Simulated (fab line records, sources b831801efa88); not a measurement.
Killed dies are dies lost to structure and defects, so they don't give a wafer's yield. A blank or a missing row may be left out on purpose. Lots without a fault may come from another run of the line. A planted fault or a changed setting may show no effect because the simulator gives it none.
A struck lot beside a sound one | flow gf180mcu | 16 steps out of a route of 602
Sound: wafers L170.1, L170.2, L170.4. Struck: wafers L163.1, L163.3, L163.4. The cause comes at the end.
At each step with rows: each side's tool, then ch and its chambers, then its first start. Under that, the readings that differ: sound wafers | struck wafers | difference of the means | sigmas: that difference in standard deviations of wafers without a fault.
alike: readings whose means differ by less than 2 such deviations, and words and numbers that are the same on both sides. not compared: withheld readings, readings that some wafer has no value for, bounds like >300 that may hide the same value, and numbers for which the record gives no deviation and whose values overlap.
The two part at a step that has a row with sigmas, a row that says differs or no value, or rows on one side only. Numbers that don't overlap but have no deviation are shown without sigmas and don't part them. A reading that every wafer of one side lacks parts them only if that side has two wafers or more.

first, 3 steps without rows for these wafers: GF_V2_EXPOSE_11 (exposes mask Via2, target cd 260 nm); GF_V2_PEB_12 (peb time 90 s); GF_V2_DEVELOP_13 (develop time 60 s).
GF_V2_CD_MEAS_14: target cd 260 nm.
  sound on cd_sem-02, day 27 02:31; struck on cd_sem-01, day 25 01:49
  alike: cd_nm
GF_V2_OVL_MEAS_15:
  sound on overlay-02, day 27 02:38; struck on overlay-01, day 25 01:56
  alike: V2_OVL
GF_V2_ETCH_16: etches BARC in N2/H2.
  sound on rie_diel-01 ch 1,2,3, day 27 02:40; struck on rie_diel-01 ch 0,2,3, day 25 01:58
  alike: drypump_motor_current_A, oes_product_au, throttle_valve_pct
GF_V2_ETCH_17: etches SiO2 in C4F8/O2/Ar, stops on TiN, target depth 630 nm.
  sound on rie_diel-01 ch 1,2,3; struck on rie_diel-01 ch 0,2,3
  alike: oes_product_au
GF_V2_STRIP_18: strips in O2/N2.
  sound on plasma_asher-03 ch 0,1, day 27 02:48; struck on plasma_asher-04 ch 0,1, day 25 02:05
  alike: drypump_motor_current_A, heater_power_w, oes_product_au
  not compared: rf_hours_counter_h
then, 2 steps without rows for these wafers: GF_V2_STRIP_19 (strips in post etch residue remover, time 1200 s); GF_V2_CLEAN_20 (cleans in DIW).
GF_V2_SPUTTER_21: material Ti, target thk 15 nm, time 80.02 s.
  sound on pvd_sputter-02, day 27 03:20; struck on pvd_sputter-04, day 25 02:38
  alike: throttle_valve_pct
GF_V2_SPUTTER_22: material TiN, target thk 10 nm, time 40 s.
  sound on pvd_sputter-02, day 27 03:24; struck on pvd_sputter-04, day 25 02:45
  alike: throttle_valve_pct
GF_V2_CVD_23: deposits W, target thk 350 nm, time 104.94 s.
  sound on cvd_w-02 ch 0,1, day 27 03:26; struck on cvd_w-01 ch 0,1, day 25 02:50
  no value came back on the struck wafers for chamber_pressure_Torr (Torr), heater_power_outer_w (W), heater_power_w (W); on the sound wafers chamber_pressure_Torr (Torr) reads 40.06 40.07 40.02
GF_V2_RS_MEAS_24: measures by four-point-probe.
  sound on film_metro-04, day 27 03:33; struck on film_metro-02, day 25 02:57
  reading          | sound             | struck               | difference | sigmas
  V2_W_RS (ohm/sq) | 0.323 0.328 0.322 | 43.600 43.474 44.530 | +43.544    | +99 or more
GF_V2_THK_MEAS_25: measures by xrf.
  sound on film_metro-04, day 27 03:40; struck on film_metro-02, day 25 03:04
  reading       | sound       | struck   | difference | sigmas
  V2_W_THK (nm) | 360 357 363 | <0 <0 <0 | differs    |
GF_V2_CMP_26: polishes, stops on SiO2, t overpolish 15 s, target thk 0 nm.
  sound on cmp-01 ch 1,2,3, day 27 03:44; struck on cmp-02 ch 1,2,3, day 25 03:29
  reading                | sound    | struck | difference | sigmas
  time_to_endpoint_s (s) | 82 74 79 | 4 2 3  | -75        | -18
  alike: motor_current_A

WHERE THEY PART
First at GF_V2_CVD_23; last, within this record, at GF_V2_CMP_26.

WHY: what the simulator had put in
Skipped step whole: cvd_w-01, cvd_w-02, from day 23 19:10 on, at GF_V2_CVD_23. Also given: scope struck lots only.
